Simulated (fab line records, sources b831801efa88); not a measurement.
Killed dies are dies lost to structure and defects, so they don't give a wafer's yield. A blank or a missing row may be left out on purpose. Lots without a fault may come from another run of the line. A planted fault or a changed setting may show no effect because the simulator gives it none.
One fault seen from 2 desks | flow gf180mcu | each desk has only its own numbers; what lay behind them comes last

THE TOOL OWNER'S DESK: furnace-01
The tool's own readings at GF_STI_OXIDATION_01 (stabilise 600 s, purge 300 s, target thk 10 nm): means of the sampled wafers that have a number, for each lot that ran on this tool. A lot is out of limits, marked OUT, if its mean lies more than 4 standard deviations from the usual mean; the brackets give that distance.
Columns: A = spike_tc_lower_C at GF_STI_OXIDATION_01, usual 899.9 C; B = spike_tc_upper_C at GF_STI_OXIDATION_01, usual 900.2 C; C = zone_power_lower_pct at GF_STI_OXIDATION_01, usual 17.9 %
lot  | first seen here | A     | B     | C
L248 | day 1 10:17     | 899.5 | 901.1 | 18.6
L250 | day 1 20:07     | 899.2 | 901.3 | 18.9
L252 | day 2 10:33     | 899.7 | 900.2 | 18.9
L257 | day 3 08:05     | 899.1 | 900.3 | 18.8
L258 | day 3 12:07     | 898.9 | 901.2 | 18.8
This desk's finding: nothing out of limits on any of the 5 lots.

THE METROLOGY DESK
What the gauges read, lot by lot, whatever tool the lot ran on: means of the sampled wafers that have a number. A lot is out of limits, marked OUT, if its mean lies more than 4 standard deviations from the usual mean; the brackets give that distance.
Columns: A = STI_OXIDATION_THK at GF_STI_THK_MEAS_02, usual 10.01 nm; B = DUAL_GATE_OVL at GF_DUAL_GATE_OVL_MEAS_11, usual -0.4 nm; C = NSD_TW at GF_NSD_TW_MEAS_12, usual 4262
lot  | first seen here | A               | B    | C
L248 | day 1 11:41     | 10.16           | 0.3  | 4273
L249 | day 1 16:40     | 9.79            | -0.7 | 4215
L250 | day 1 21:31     | 10.23           | -0.3 | 4231
L251 | day 2 02:31     | 10.15           | 0.2  | 4324
L252 | day 2 11:56     | 10.12           | 1.8  | 4338
L257 | day 3 09:29     | 13.41 (+21) OUT | -0.7 | 4342
L258 | day 3 13:31     | 13.34 (+21) OUT | -1.4 | 4240
L261 | day 4 04:58     | 10.08           | -1.1 | 4254
L265 | day 5 00:31     | 10.04           | -1.0 | 4229
L269 | day 5 20:56     | 9.99            | 0.2  | 4322
L270 | day 6 01:31     | 10.12           | 0.0  | 4242
L271 | day 6 06:46     | 9.89            | -1.6 | 4240
This desk's finding: out of limits on L257, L258; first on L257, day 3 09:29 (STI_OXIDATION_THK at GF_STI_THK_MEAS_02). In limits: L248, L249, L250, L251, L252, L261, L265, L269, L270, L271.

PUT TOGETHER
The metrology desk could have raised an alarm at day 3 09:29, on L257, L258.
The tool owner's desk saw nothing out of limits.
The tool owner's desk has L257, L258 on record, within its limits.
Of the lots named, all ran GF_STI_OXIDATION_01 on furnace-01.

WHAT THE SIMULATOR HAD PUT IN
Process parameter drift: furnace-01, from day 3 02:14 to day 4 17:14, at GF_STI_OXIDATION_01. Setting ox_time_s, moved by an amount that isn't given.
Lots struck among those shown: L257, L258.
Hours from the fault's start to each desk's first reading out of limits: the metrology desk, 7.
